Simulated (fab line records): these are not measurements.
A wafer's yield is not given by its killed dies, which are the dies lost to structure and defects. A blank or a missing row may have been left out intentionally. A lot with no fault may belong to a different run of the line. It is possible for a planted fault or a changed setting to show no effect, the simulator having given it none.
fab line records	flow sky130	part 1 of 2: steps 1 to 25 of 35
[record] lots = 5	wafers = 15	last-day = 51
route steps=708 shown SPACER@305 POLY_CUT@307 SD_P@320 RES_XHIGH@332
lots untouched by any fault: they come from a run of this same line in which no faults occurred
start-h: the number of hours between the record's first day and the start of the first shown wafer of the lot	wait-h: hours since the lot's step before	" repeats the value in the row above	L1.1+2: a row that stands for several wafers	- no value present, or no start provided	* or withheld: withheld	< > ~ a bound
route shown NAME@n: a module of which the file shows steps, and the number in the route of the first	usual: mean/standard deviation of fault-free wafers	same: alike in all rows	chamber/n: place in a boat	sites: per-site readings	_std_site: the standard deviation of these	_edge_site: the outer-site mean with the inner-site mean subtracted	radius-mm: for every site, how far away it sits from the centre of the wafer	mask NAME#n: copy n	behind: the tool/chamber that last shaped the wafer	hold: cause of the lot's hold/its duration in hours/its outcome	device: whichever transistor did not switch (one of n, p or np)	end of line: tests run on the same wafers once the route is complete	step lacking rows: just its recipe	killed: dies that structure and defects cost at the first sort, which is not the same as the wafer's yield	map: the dies of a wafer, with x for killed, . for not killed, _ for no die there
set.NAME: the run value of the setting; set.NAME@STEP: its run value at that earlier step	model.NAME: the simulator's own value behind a step, which no gauge read
lots seen at some steps along the route; tables by step, rows by wafer
services: when a tool's chamber went out of use (start-h, in hours from the record's first day, below 0 if earlier), for how many hours, and the reason
[[steps]]
[step SKY_SPACER_THK_MEAS_01]
[recipe] reads = Si3N4_of_SPACER_CVD_00
[usual] SPACER_CVD_00_THK = 43.1/0.39
lot.wafer	tool	chamber	start-h	wait-h	SPACER_CVD_00_THK[nm]
L081.2	film-metro-04	-	570.10	0.0	42.9
L081.4	"	-	"	"	43.3
L081.5	"	-	"	"	43.6
L084.1	film-metro-01	-	610.14	0.0	42.6
L084.2	"	-	"	"	42.7
L084.3	"	-	"	"	42.8
L085.1	film-metro-01	-	733.28	0.0	43.3
L085.3	"	-	"	"	43.4
L085.5	"	-	"	"	43.5
L096.1	film-metro-03	-	736.90	0.0	42.8
L096.3	"	-	"	"	42.3
L096.6	"	-	"	"	42.9
L092.1	film-metro-01	-	740.09	0.0	42.4
L092.2	"	-	"	"	42.4
L092.6	"	-	"	"	42.5
[step SKY_SPACER_ETCHBACK_02]
[recipe] chemistry = CH3F/O2	target = Si3N4	stop-on = SiO2	source-w = 400	bias-w = 80	pressure-mtorr = 25	ch3f-flow-sccm = 40	O2_flow_sccm = 30	time-s = 46.7	target-depth-a = 450
[usual] chamber-pressure-mTorr = 25.000/0.025	drypump-motor-current-A = 5.7/0.52	oes-product-au = 0.855/0.0066	throttle-valve-pct = 10.563/0.0093
lot.wafer	tool	chamber	start-h	wait-h	chamber-pressure-mTorr	drypump-motor-current-A	oes-product-au	rf-hours-counter-h	throttle-valve-pct
L081.2	rie-diel-01	3	570.15	0.0	25.044	5.4	0.851	69	10.568
L081.4	"	3	"	"	24.974	5.5	0.857	-	10.559
L081.5	"	1	"	"	24.969	5.6	0.863	-	10.570
L084.1	rie-diel-03	3	610.20	0.1	24.966	5.7	0.847	8	10.557
L084.2	"	2	"	"	25.002	5.7	0.847	48	10.548
L084.3	"	0	"	"	24.993	5.5	0.856	10	10.578
L085.1	rie-diel-03	1	733.34	0.1	25.001	4.7	0.855	5	10.576
L085.3	"	0	"	"	24.989	5.5	0.856	13	10.563
L085.5	"	1	"	"	24.968	4.7	0.867	-	10.556
L096.1	rie-diel-01	3	736.96	0.1	24.943	5.5	0.851	2	10.563
L096.3	"	0	"	"	24.974	6.5	0.840	8	10.572
L096.6	"	2	"	"	24.973	6.4	0.856	-	10.558
L092.1	rie-diel-03	1	740.15	0.1	25.019	4.7	0.845	6	10.563
L092.2	"	3	"	"	25.031	5.7	0.853	11	10.558
L092.6	"	0	"	"	25.019	5.5	0.838	-	10.560
[step SKY_POLY_CUT_DEHYDRATE_00]
[recipe] temp-c = 200	time-s = 60
[usual] heater-power-total-W = 160.36/0.12
lot.wafer	tool	chamber	start-h	wait-h	heater-power-total-W
L081.2	litho-track-03	0	585.71	15.5	160.53
L081.4	"	0	"	"	160.29
L081.5	"	0	"	"	160.22
L084.1	litho-track-02	0	623.13	12.9	160.39
L084.2	"	0	"	"	160.22
L084.3	"	0	"	"	160.35
L085.1	litho-track-04	0	744.93	11.6	160.42
L085.3	"	0	"	"	160.40
L085.5	"	0	"	"	160.16
L096.1	litho-track-03	0	749.09	12.1	160.19
L096.3	"	0	"	"	160.46
L096.6	"	0	"	"	160.42
L092.1	litho-track-04	0	753.78	13.6	160.28
L092.2	"	0	"	"	160.28
L092.6	"	0	"	"	160.47
[step SKY_POLY_CUT_HMDS_01]
[recipe] prime-time-s = 60	prime-temp-c = 120
lot.wafer	tool	chamber	start-h	wait-h
L081.2+4+5	litho-track-03	0	585.86	0.1
L084.1+2+3	litho-track-02	0	623.28	0.1
L085.1+3+5	litho-track-04	0	745.08	0.1
L096.1+3+6	litho-track-03	0	749.24	0.1
L092.1+2+6	litho-track-04	0	753.93	0.1
[step SKY_POLY_CUT_COAT_02]
[recipe] resist = BARC	temp-c = withheld	time-s = withheld	spin-rpm = 3000	resist-thk-nm = 60
[usual] spin-speed-rpm = 2999.6/2.1
lot.wafer	tool	chamber	start-h	wait-h	spin-speed-rpm
L081.2	litho-track-03	0	586.01	0.1	3000.3
L081.4	"	0	"	"	3002.8
L081.5	"	0	"	"	2999.4
L084.1	litho-track-02	0	623.43	0.1	2999.6
L084.2	"	0	"	"	3000.9
L084.3	"	0	"	"	2998.9
L085.1	litho-track-04	0	745.23	0.1	3000.0
L085.3	"	0	"	"	3003.8
L085.5	"	0	"	"	2999.4
L096.1	litho-track-03	0	749.39	0.1	3001.3
L096.3	"	0	"	"	2997.2
L096.6	"	0	"	"	2997.6
L092.1	litho-track-04	0	754.08	0.1	3001.0
L092.2	"	0	"	"	3002.1
L092.6	"	0	"	"	3004.2
[step SKY_POLY_CUT_COAT_03]
[recipe] resist = KrF-thick	spin-rpm = 3000	resist-thk-nm = 450
[usual] spin-speed-rpm = 3000.1/2.3
lot.wafer	tool	chamber	start-h	wait-h	spin-speed-rpm
L081.2	litho-track-03	0	-	-	3002.2
L081.4	"	0	"	"	3005.9
L081.5	"	0	"	"	2996.7
L084.1	litho-track-02	0	-	-	3001.1
L084.2	"	0	"	"	2999.6
L084.3	"	0	"	"	2999.1
L085.1	litho-track-04	0	-	-	2998.9
L085.3	"	0	"	"	2998.0
L085.5	"	0	"	"	2998.3
L096.1	litho-track-03	0	-	-	2997.4
L096.3	"	0	"	"	3002.5
L096.6	"	0	"	"	2999.4
L092.1	litho-track-04	0	-	-	3001.7
L092.2	"	0	"	"	2998.7
L092.6	"	0	"	"	2999.6
[step SKY_POLY_CUT_SOFTBAKE_04]
[recipe] temp-c = 100	time-s = 90	resist = KrF-thick
[usual] heater-power-total-W = 57.35/0.11
lot.wafer	tool	chamber	start-h	wait-h	heater-power-total-W
L081.2	litho-track-03	0	-	-	57.26
L081.4	"	0	"	"	57.46
L081.5	"	0	"	"	57.38
L084.1	litho-track-02	0	-	-	57.55
L084.2	"	0	"	"	57.34
L084.3	"	0	"	"	57.28
L085.1	litho-track-04	0	-	-	57.38
L085.3	"	0	"	"	57.50
L085.5	"	0	"	"	57.30
L096.1	litho-track-03	0	-	-	57.50
L096.3	"	0	"	"	57.32
L096.6	"	0	"	"	57.27
L092.1	litho-track-04	0	-	-	57.58
L092.2	"	0	"	"	57.41
L092.6	"	0	"	"	57.14
[step SKY_POLY_CUT_EXPOSE_05]
[recipe] mask-id = NPCM	na = 0.8	source-shape = annular	sigma-inner = 0.55	sigma-outer = 0.85	target-cd-nm = 270	dose-mj = 32
[usual] stage-vel-mm-s = 500.04/0.24
lot.wafer	tool	chamber	start-h	wait-h	mask	stage-vel-mm-s
L081.2	krf-scanner-01	0	-	-	NPCM#0	500.62
L081.4	"	0	"	"	NPCM#0	500.43
L081.5	"	0	"	"	NPCM#0	500.50
L084.1	krf-scanner-01	0	-	-	NPCM#0	500.01
L084.2	"	0	"	"	NPCM#0	500.23
L084.3	"	0	"	"	NPCM#0	499.85
L085.1	krf-scanner-02	0	-	-	NPCM#0	500.04
L085.3	"	0	"	"	NPCM#0	500.19
L085.5	"	0	"	"	NPCM#0	499.92
L096.1	krf-scanner-01	0	-	-	NPCM#0	499.56
L096.3	"	0	"	"	NPCM#0	500.03
L096.6	"	0	"	"	NPCM#0	499.66
L092.1	krf-scanner-01	0	-	-	NPCM#0	499.88
L092.2	"	0	"	"	NPCM#0	499.83
L092.6	"	0	"	"	NPCM#0	500.24
[step SKY_POLY_CUT_PEB_06]
[recipe] peb-temp-c = withheld	peb-time-s = withheld	resist = KrF-thick
lot.wafer	tool	chamber	start-h	wait-h
L081.2+4+5	litho-track-04	0	-	-
L084.1+2+3	litho-track-03	0	-	-
L085.1+3+5	litho-track-02	0	-	-
L096.1+3+6	litho-track-03	0	-	-
L092.1+2+6	litho-track-04	0	-	-
[step SKY_POLY_CUT_DEVELOP_07]
[recipe] develop-time-s = 60	resist = KrF-thick	dev-temp-c = 21
[usual] developer-temp-C = 20.98/0.11
[same] develop-time-s = 60
lot.wafer	tool	chamber	start-h	wait-h	developer-temp-C
L081.2	litho-track-04	0	-	-	21.00
L081.4	"	0	"	"	20.83
L081.5	"	0	"	"	20.91
L084.1	litho-track-03	0	-	-	20.98
L084.2	"	0	"	"	20.87
L084.3	"	0	"	"	21.08
L085.1	litho-track-02	0	-	-	21.12
L085.3	"	0	"	"	21.07
L085.5	"	0	"	"	21.00
L096.1	litho-track-03	0	-	-	20.93
L096.3	"	0	"	"	20.94
L096.6	"	0	"	"	21.04
L092.1	litho-track-04	0	-	-	20.70
L092.2	"	0	"	"	20.88
L092.6	"	0	"	"	20.85
[step SKY_POLY_CUT_CD_MEAS_08]
[recipe] target-cd-nm = 270
[usual] cd-nm = 269.8/1.4
lot.wafer	tool	chamber	start-h	wait-h	cd-nm
L081.2	cd-sem-01	-	598.35	-	271.2
L081.4	"	-	"	"	272.3
L081.5	"	-	"	"	269.7
L084.1	cd-sem-01	-	638.23	-	271.8
L084.2	"	-	"	"	272.9
L084.3	"	-	"	"	272.2
L085.1	cd-sem-01	-	761.08	-	268.5
L085.3	"	-	"	"	268.7
L085.5	"	-	"	"	268.1
L096.1	cd-sem-01	-	763.99	-	272.2
L096.3	"	-	"	"	272.8
L096.6	"	-	"	"	270.1
L092.1	cd-sem-02	-	767.48	-	268.4
L092.2	"	-	"	"	269.1
L092.6	"	-	"	"	267.9
[step SKY_POLY_CUT_OVL_MEAS_09]
[usual] POLY_CUT_OVL = -5/5.3
lot.wafer	tool	chamber	start-h	wait-h	POLY_CUT_OVL[nm]
L081.2	overlay-02	-	598.45	0.1	6
L081.4	"	-	"	"	1
L081.5	"	-	"	"	6
L084.1	overlay-02	-	638.35	0.1	-8
L084.2	"	-	"	"	-7
L084.3	"	-	"	"	-11
L085.1	overlay-02	-	761.20	0.1	-5
L085.3	"	-	"	"	1
L085.5	"	-	"	"	3
L096.1	overlay-01	-	764.11	0.1	-5
L096.3	"	-	"	"	0
L096.6	"	-	"	"	4
L092.1	overlay-02	-	767.60	0.1	2
L092.2	"	-	"	"	-10
L092.6	"	-	"	"	-2
[step SKY_POLY_CUT_ETCH_10]
[recipe] chemistry = N2/H2	target = BARC	ion-energy-ev = 200	source-w = 500	bias-w = 100	pressure-mtorr = 30	n2-flow-sccm = 100	h2-flow-sccm = 200	stop-on = SiO2	time-s = 45.9	target-depth-a = 600
[usual] chamber-pressure-mTorr = 29.998/0.025	drypump-motor-current-A = 5.8/0.43	oes-product-au = 0.855/0.0052	throttle-valve-pct = 13.225/0.009
lot.wafer	tool	chamber	start-h	wait-h	chamber-pressure-mTorr	drypump-motor-current-A	oes-product-au	rf-hours-counter-h	throttle-valve-pct
L081.2	rie-diel-01	0	598.48	0.0	30.021	6.5	0.854	5	13.215
L081.4	"	0	"	"	29.985	6.4	0.853	-	13.236
L081.5	"	1	"	"	30.048	5.6	0.853	-	13.212
L084.1	rie-diel-03	2	638.39	0.0	29.976	5.7	0.861	48	13.220
L084.2	"	0	"	"	29.984	5.5	0.849	10	13.230
L084.3	"	3	"	"	29.976	5.7	0.858	8	13.224
L085.1	rie-diel-03	0	761.24	0.0	29.965	5.5	0.853	14	13.225
L085.3	"	1	"	"	30.005	4.7	0.860	7	13.229
L085.5	"	0	"	"	29.998	5.5	0.846	-	13.217
L096.1	rie-diel-04	0	764.14	0.0	30.016	5.4	0.865	10	13.234
L096.3	"	3	"	"	29.979	6.0	0.853	11	13.218
L096.6	"	1	"	"	29.998	5.7	0.864	-	13.226
L092.1	rie-diel-03	0	767.63	0.0	29.970	5.5	0.859	14	13.237
L092.2	"	1	"	"	30.007	4.7	0.855	7	13.232
L092.6	"	2	"	"	30.004	5.7	0.849	-	13.225
[step SKY_POLY_CUT_ETCH_11]
[recipe] target = Si3N4	chemistry = CF4/CH2F2/Ar	stop-on = poly-Si	source-w = 600	bias-w = 150	pressure-mtorr = 40	cf4-flow-sccm = 40	ch2f2-flow-sccm = 20	Ar_flow_sccm = 150	time-s = 42.5	target-depth-a = 600
[usual] cf4-flow-sccm = 40.01/0.12	chamber-pressure-mTorr = 40.01/0.047	drypump-motor-current-A = 5.8/0.43	oes-product-au = 0.829/0.0061	throttle-valve-pct = 14.993/0.0092
lot.wafer	tool	chamber	start-h	wait-h	cf4-flow-sccm	chamber-pressure-mTorr	drypump-motor-current-A	oes-product-au	rf-hours-counter-h	throttle-valve-pct
L081.2	rie-diel-01	0	598.53	0.0	39.99	40.05	6.5	0.834	5	14.990
L081.4	"	0	"	"	40.00	40.02	6.5	0.825	-	15.002
L081.5	"	1	"	"	40.01	40.00	5.6	0.834	-	15.003
L084.1	rie-diel-03	2	638.43	0.0	39.98	39.97	5.8	0.834	48	15.002
L084.2	"	0	"	"	39.88	39.97	5.5	0.823	10	14.987
L084.3	"	3	"	"	39.99	40.02	5.7	0.820	8	15.003
L085.1	rie-diel-03	0	761.28	0.0	40.10	40.03	5.5	0.827	14	14.994
L085.3	"	1	"	"	40.05	39.96	4.7	0.827	7	14.998
L085.5	"	0	"	"	40.01	40.01	5.5	0.824	-	14.999
L096.1	rie-diel-04	0	764.18	0.0	39.98	39.97	5.5	0.837	10	14.997
L096.3	"	3	"	"	40.06	40.03	6.0	0.836	11	14.993
L096.6	"	1	"	"	39.90	40.00	5.6	0.835	-	14.994
L092.1	rie-diel-03	0	767.68	0.0	40.28	39.99	5.5	0.825	14	14.990
L092.2	"	1	"	"	39.97	40.09	4.7	0.824	7	15.002
L092.6	"	2	"	"	39.79	40.01	5.7	0.835	-	14.996
[step SKY_POLY_CUT_STRIP_12]
[recipe] chemistry = O2/N2	power-w = 1400	pressure-mtorr = 1500	platen-temp-c = withheld	o2-flow-sccm = 3000	n2-flow-sccm = 300	overash-fraction = 0.5
[usual] chamber-pressure-mTorr = 1500.1/1.3	drypump-motor-current-A = 5.61/0.22	oes-product-au = 0.453/0.0045	strip-time-to-endpoint-s = 5.365/0.019
lot.wafer	tool	chamber	start-h	wait-h	chamber-pressure-mTorr	drypump-motor-current-A	oes-product-au	rf-hours-counter-h	strip-time-to-endpoint-s
L081.2	plasma-asher-03	1	598.57	0.0	1500.2	5.47	0.453	75	5.391
L081.4	"	1	"	"	1500.4	5.47	0.458	-	5.357
L081.5	"	0	"	"	1500.3	5.91	0.460	-	5.403
L084.1	plasma-asher-03	1	638.47	0.0	1500.2	5.44	0.448	79	5.385
L084.2	"	0	"	"	1499.3	5.92	0.457	79	5.389
L084.3	"	0	"	"	1499.9	5.93	0.456	-	5.375
L085.1	plasma-asher-02	0	761.32	0.0	1499.9	5.60	0.454	33	5.373
L085.3	"	0	"	"	1499.9	5.61	0.451	-	5.383
L085.5	"	0	"	"	1499.9	5.58	0.439	-	5.369
L096.1	plasma-asher-02	1	764.22	0.0	1501.6	5.32	0.453	34	5.344
L096.3	"	1	"	"	1499.7	5.31	0.451	-	5.370
L096.6	"	0	"	"	1500.0	5.58	0.447	-	5.381
L092.1	plasma-asher-02	1	767.72	0.0	1497.7	5.33	0.457	34	5.370
L092.2	"	0	"	"	1501.1	5.59	0.456	34	5.353
L092.6	"	0	"	"	1502.9	5.60	0.454	-	5.358
[step SKY_SD_P_DEHYDRATE_00]
[recipe] temp-c = 200	time-s = 60
[usual] heater-power-total-W = 160.38/0.13
lot.wafer	tool	chamber	start-h	wait-h	heater-power-total-W
L081.2	litho-track-04	0	614.15	15.6	160.43
L081.4	"	0	"	"	160.36
L081.5	"	0	"	"	160.17
L084.1	litho-track-01	0	651.78	13.3	160.36
L084.2	"	0	"	"	160.57
L084.3	"	0	"	"	160.24
L085.1	litho-track-04	0	773.38	12.0	160.61
L085.3	"	0	"	"	160.39
L085.5	"	0	"	"	160.19
L096.1	litho-track-04	0	776.08	11.8	160.30
L096.3	"	0	"	"	160.42
L096.6	"	0	"	"	160.40
L092.1	litho-track-03	0	780.84	13.1	160.51
L092.2	"	0	"	"	160.50
L092.6	"	0	"	"	160.32
[step SKY_SD_P_HMDS_01]
[recipe] prime-time-s = 60	prime-temp-c = 120
lot.wafer	tool	chamber	start-h	wait-h
L081.2+4+5	litho-track-04	0	614.30	0.1
L084.1+2+3	litho-track-01	0	651.93	0.1
L085.1+3+5	litho-track-04	0	773.53	0.1
L096.1+3+6	litho-track-04	0	776.23	0.1
L092.1+2+6	litho-track-03	0	780.99	0.1
[step SKY_SD_P_COAT_02]
[recipe] resist = NOVOLAK	spin-rpm = 3000	resist-thk-nm = 1140
[usual] spin-speed-rpm = 2999.9/2.3
lot.wafer	tool	chamber	start-h	wait-h	spin-speed-rpm
L081.2	litho-track-04	0	614.45	0.1	3003.3
L081.4	"	0	"	"	3000.2
L081.5	"	0	"	"	2998.0
L084.1	litho-track-01	0	652.08	0.1	3002.1
L084.2	"	0	"	"	2995.2
L084.3	"	0	"	"	3000.5
L085.1	litho-track-04	0	773.68	0.1	2999.1
L085.3	"	0	"	"	3001.6
L085.5	"	0	"	"	3001.6
L096.1	litho-track-04	0	776.38	0.1	3002.0
L096.3	"	0	"	"	2996.7
L096.6	"	0	"	"	3001.4
L092.1	litho-track-03	0	781.14	0.1	2995.6
L092.2	"	0	"	"	2999.2
L092.6	"	0	"	"	2998.0
[step SKY_SD_P_SOFTBAKE_03]
[recipe] temp-c = 90	time-s = 60	resist = NOVOLAK
[usual] heater-power-total-W = 56.59/0.045
lot.wafer	tool	chamber	start-h	wait-h	heater-power-total-W
L081.2	litho-track-04	0	614.60	0.1	56.63
L081.4	"	0	"	"	56.46
L081.5	"	0	"	"	56.68
L084.1	litho-track-01	0	652.23	0.1	56.60
L084.2	"	0	"	"	56.59
L084.3	"	0	"	"	56.56
L085.1	litho-track-04	0	773.83	0.1	56.61
L085.3	"	0	"	"	56.63
L085.5	"	0	"	"	56.61
L096.1	litho-track-04	0	776.53	0.1	56.65
L096.3	"	0	"	"	56.61
L096.6	"	0	"	"	56.60
L092.1	litho-track-03	0	781.29	0.1	56.60
L092.2	"	0	"	"	56.58
L092.6	"	0	"	"	56.66
[step SKY_SD_P_EXPOSE_04]
[recipe] mask-id = PSDM	na = 0.6	source-shape = conventional	sigma-outer = 0.6	polarization = unpolarized	target-cd-nm = 380	dose-mj = 138
[usual] stage-vel-mm-s = 500.03/0.2
lot.wafer	tool	chamber	start-h	wait-h	mask	stage-vel-mm-s
L081.2	iline-stepper-01	0	-	-	PSDM#0	500.14
L081.4	"	0	"	"	PSDM#0	500.33
L081.5	"	0	"	"	PSDM#0	500.01
L084.1	iline-stepper-01	0	-	-	PSDM#0	499.90
L084.2	"	0	"	"	PSDM#0	499.80
L084.3	"	0	"	"	PSDM#0	499.95
L085.1	iline-stepper-02	0	-	-	PSDM#0	500.03
L085.3	"	0	"	"	PSDM#0	500.08
L085.5	"	0	"	"	PSDM#0	499.89
L096.1	iline-stepper-02	0	-	-	PSDM#0	499.99
L096.3	"	0	"	"	PSDM#0	499.69
L096.6	"	0	"	"	PSDM#0	499.70
L092.1	iline-stepper-02	0	-	-	PSDM#0	499.89
L092.2	"	0	"	"	PSDM#0	499.95
L092.6	"	0	"	"	PSDM#0	500.02
[step SKY_SD_P_PEB_05]
[recipe] temp-c = withheld	time-s = *	resist = NOVOLAK
lot.wafer	tool	chamber	start-h	wait-h
L081.2+4+5	litho-track-04	0	-	-
L084.1+2+3	litho-track-03	0	-	-
L085.1+3+5	litho-track-03	0	-	-
L096.1+3+6	litho-track-04	0	-	-
L092.1+2+6	litho-track-04	0	-	-
[step SKY_SD_P_DEVELOP_06]
[recipe] resist = NOVOLAK	developer = TMAH	develop-time-s = 60	dev-temp-c = 23
[usual] developer-temp-C = 23.00/0.11
[same] develop-time-s = 60
lot.wafer	tool	chamber	start-h	wait-h	developer-temp-C
L081.2	litho-track-04	0	627.60	0.1	23.01
L081.4	"	0	"	"	23.00
L081.5	"	0	"	"	22.92
L084.1	litho-track-03	0	665.93	0.1	22.97
L084.2	"	0	"	"	22.94
L084.3	"	0	"	"	22.97
L085.1	litho-track-03	0	787.14	0.1	23.12
L085.3	"	0	"	"	23.04
L085.5	"	0	"	"	22.96
L096.1	litho-track-04	0	790.13	0.1	22.94
L096.3	"	0	"	"	23.23
L096.6	"	0	"	"	23.30
L092.1	litho-track-04	0	794.03	0.1	22.88
L092.2	"	0	"	"	22.96
L092.6	"	0	"	"	22.91
[step SKY_SD_P_CD_MEAS_07]
[recipe] target-cd-nm = 380
[usual] cd-nm = 380/3
lot.wafer	tool	chamber	start-h	wait-h	cd-nm
L081.2	cd-sem-01	-	627.75	0.1	377
L081.4	"	-	"	"	380
L081.5	"	-	"	"	378
L084.1	cd-sem-01	-	666.08	0.1	382
L084.2	"	-	"	"	379
L084.3	"	-	"	"	381
L085.1	cd-sem-02	-	787.29	0.1	383
L085.3	"	-	"	"	384
L085.5	"	-	"	"	383
L096.1	cd-sem-01	-	790.28	0.1	379
L096.3	"	-	"	"	380
L096.6	"	-	"	"	381
L092.1	cd-sem-01	-	794.18	0.1	379
L092.2	"	-	"	"	378
L092.6	"	-	"	"	379
[step SKY_SD_P_OVL_MEAS_08]
[usual] SD_P_OVL = 0.5/1.3
lot.wafer	tool	chamber	start-h	wait-h	SD_P_OVL[nm]
L081.2	overlay-02	-	627.85	0.1	-0.9
L081.4	"	-	"	"	0.7
L081.5	"	-	"	"	-0.6
L084.1	overlay-02	-	666.20	0.1	-0.4
L084.2	"	-	"	"	1.4
L084.3	"	-	"	"	1.7
L085.1	overlay-02	-	787.41	0.1	-0.7
L085.3	"	-	"	"	0.1
L085.5	"	-	"	"	-0.2
L096.1	overlay-01	-	790.40	0.1	1.1
L096.3	"	-	"	"	-0.4
L096.6	"	-	"	"	0.5
L092.1	overlay-01	-	794.30	0.1	2.2
L092.2	"	-	"	"	2.0
L092.6	"	-	"	"	0.8
[step SKY_SD_P_IMPLANT_09]
[recipe] species = BF2	energy-kev = 20	dose-cm2 = 3e+15	tilt-deg = 0
lot.wafer	tool	chamber	start-h	wait-h
L081.2+4+5	implanter-03	0	627.91	0.0
L084.1+2+3	implanter-03	0	666.24	0.0
L085.1+3+5	implanter-02	0	787.44	0.0
L096.1+3+6	implanter-03	0	790.44	0.0
L092.1+2+6	implanter-02	0	794.34	0.0
